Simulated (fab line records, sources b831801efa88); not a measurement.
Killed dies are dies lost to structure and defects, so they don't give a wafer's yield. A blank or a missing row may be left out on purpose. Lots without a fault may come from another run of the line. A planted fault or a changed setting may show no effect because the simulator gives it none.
Which tool did it? | flow gf180mcu | 12 lots, 36 wafers sampled, at 4 steps of a route of 602

WHAT THE GAUGES READ, wafer by wafer
GF_HV_LDD_OVL_MEAS_32.
lot  | measured     | on         | HV_LDD_02_OVL (nm)
L542 | day 12 06:49 | overlay-02 | 1.0 1.8 0.9
L543 | day 12 12:49 | overlay-01 | -0.9 -2.0 0.9
L544 | day 12 21:32 | overlay-01 | 0.3 -0.6 -0.2
L549 | day 14 18:23 | overlay-01 | -1.0 -1.5 -0.4
L551 | day 15 02:55 | overlay-01 | -0.9 -0.7 -2.3
L552 | day 15 18:37 | overlay-01 | 0.1 1.1 -0.1
L554 | day 16 04:25 | overlay-02 | 1.7 2.0 3.2
L555 | day 16 14:19 | overlay-01 | 2.6 2.2 2.4
L557 | day 17 00:52 | overlay-01 | 0.3 1.0 1.3
L560 | day 18 04:28 | overlay-02 | 0.3 1.6 0.6
L561 | day 18 07:45 | overlay-01 | 0.8 0.1 0.3
L562 | day 18 11:01 | overlay-01 | 1.7 2.9 2.7

GF_HV_LDD_TW_MEAS_38.
lot  | measured     | on            | HV_LDD_3_TW
L542 | day 12 07:33 | film_metro-01 | 1439 1445 1447
L543 | day 12 13:34 | film_metro-03 | 1431 1431 1438
L544 | day 12 22:17 | film_metro-03 | 1433 1436 1427
L549 | day 14 19:07 | film_metro-04 | 1446 1447 1441
L551 | day 15 03:39 | film_metro-01 | 1436 1438 1431
L552 | day 15 19:21 | film_metro-01 | 1430 1427 1440
L554 | day 16 05:10 | film_metro-01 | 1430 1422 1434
L555 | day 16 15:04 | film_metro-03 | 1434 1441 1440
L557 | day 17 01:36 | film_metro-01 | 1439 1437 1433
L560 | day 18 05:13 | film_metro-03 | 1418 1412 1412
L561 | day 18 08:29 | film_metro-04 | 1441 1436 1448
L562 | day 18 11:45 | film_metro-03 | 1423 1415 1421

WHICH TOOL RAN EACH LOT (tool, then ch and the chambers of the sampled wafers, then the start)
lot  | GF_POLY_GATE_STRIP_14                | GF_HV_LDD_IMPLANT_35
L542 | plasma_asher-01 ch 0,1, day 9 21:34  | implanter-01 ch 0, day 12 07:10
L543 | plasma_asher-04 ch 0,1, day 10 02:24 | implanter-04 ch 0, day 12 13:10
L544 | plasma_asher-01 ch 0,1, day 10 09:02 | implanter-04 ch 0, day 12 21:55
L549 | plasma_asher-01 ch 0,1, day 12 00:51 | implanter-01 ch 0, day 14 18:45
L551 | plasma_asher-01 ch 0,1, day 12 11:40 | implanter-01 ch 0, day 15 03:15
L552 | plasma_asher-04 ch 0,1, day 13 01:48 | implanter-04 ch 0, day 15 18:57
L554 | plasma_asher-04 ch 0,1, day 13 11:29 | implanter-04 ch 0, day 16 04:47
L555 | plasma_asher-04 ch 0,1, day 13 18:17 | implanter-04 ch 0, day 16 14:41
L557 | plasma_asher-03 ch 0,1, day 14 06:45 | implanter-04 ch 0, day 17 01:13
L560 | plasma_asher-04 ch 0,1, day 15 07:56 | implanter-04 ch 0, day 18 04:52
L561 | plasma_asher-03 ch 0,1, day 15 12:37 | implanter-03 ch 0, day 18 08:05
L562 | plasma_asher-03 ch 1, day 15 16:37   | implanter-04 ch 0, day 18 11:21
- GF_POLY_GATE_STRIP_14: strips in O2/N2.
- GF_HV_LDD_IMPLANT_35

WHAT THE TOOLS THEMSELVES READ (means of the sampled wafers that have a number; where no wafer has one, the mark that the record gives instead)
GF_POLY_GATE_STRIP_14.
lot  | tool            | drypump_motor_current_A (A) | heater_power_w (W) | oes_product_au (a.u.)
L542 | plasma_asher-01 | 5.4                         | 336                | 0.503
L543 | plasma_asher-04 | 5.6                         | 399                | 0.501
L544 | plasma_asher-01 | 5.4                         | 329                | 0.509
L549 | plasma_asher-01 | 5.4                         | 335                | 0.506
L551 | plasma_asher-01 | 5.6                         | 362                | 0.505
L552 | plasma_asher-04 | 5.7                         | 403                | 0.505
L554 | plasma_asher-04 | 5.6                         | 399                | 0.505
L555 | plasma_asher-04 | 5.6                         | 409                | 0.506
L557 | plasma_asher-03 | 6.0                         | 372                | 0.505
L560 | plasma_asher-04 | 5.6                         | 406                | 0.509
L561 | plasma_asher-03 | 5.6                         | 374                | 0.506
L562 | plasma_asher-03 | 5.4                         | 378                | 0.508

GF_HV_LDD_IMPLANT_35.
lot  | tool         | dose_ions_cm2 | faraday_current_uA
L542 | implanter-01 | 7.506e+12     | 42.3
L543 | implanter-04 | 7.500e+12     | 42.6
L544 | implanter-04 | 7.491e+12     | 42.1
L549 | implanter-01 | 7.507e+12     | 42.7
L551 | implanter-01 | 7.498e+12     | 42.3
L552 | implanter-04 | 7.507e+12     | 41.5
L554 | implanter-04 | 7.491e+12     | 42.6
L555 | implanter-04 | 7.497e+12     | 42.2
L557 | implanter-04 | 7.502e+12     | 42.4
L560 | implanter-04 | 6.488e+12     | 37.0
L561 | implanter-03 | 7.506e+12     | 42.1
L562 | implanter-04 | 6.487e+12     | 37.2

THE ANSWER, worked out from the rows above alone
Rule: what is usual is taken from the lots themselves. Put in order of their means at a reading, lots are off if they are a third of the lots or fewer, leave a main group of 4 or more, and stand apart from it by a gap of 3 or more times the standard deviation of the main group's means; of several such gaps the widest counts. A main group whose means are all the same, to the digits that the tables above print for the reading, isn't used. A lot without any number at a reading at which 4 lots or more have one is off too. The other lots that the step has rows for count as sound. The gauges are gone through in route order, then the tools' own readings, and for those a lot's mean is taken as printed above. The first step at which some lot is off is used, and at that step the reading that is off furthest; a lot without a number counts as furthest.
Off: L560, L562, at GF_HV_LDD_IMPLANT_35 (dose_ions_cm2). The main group: mean 7.500e+12, standard deviation 5.9e+09.
A tool fits if, at that step or a process step before it, it ran every lot that is off, and no sound lot after the first of them. One fits: implanter-04 at GF_HV_LDD_IMPLANT_35. Its last sound lot is L557 (day 17 01:13), its first lot that is off L560 (day 18 04:52): a fault that began between those two fits.
The tool's own readings at GF_HV_LDD_IMPLANT_35 bear it out: on the lots that are off they differ by more than 5 times the standard deviation of the sound lots' means. dose_ions_cm2 reads 6.488e+12 there against 7.500e+12 on the sound lots; faraday_current_uA reads 37.1 there against 42.3 on the sound lots.

WHAT THE SIMULATOR HAD PUT IN
Process parameter drift: implanter-04, from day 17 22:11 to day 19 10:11, at GF_HV_LDD_IMPLANT_35. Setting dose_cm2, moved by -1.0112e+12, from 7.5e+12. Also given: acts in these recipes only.
Lots struck among those shown: L560, L562. The rule above found the same.
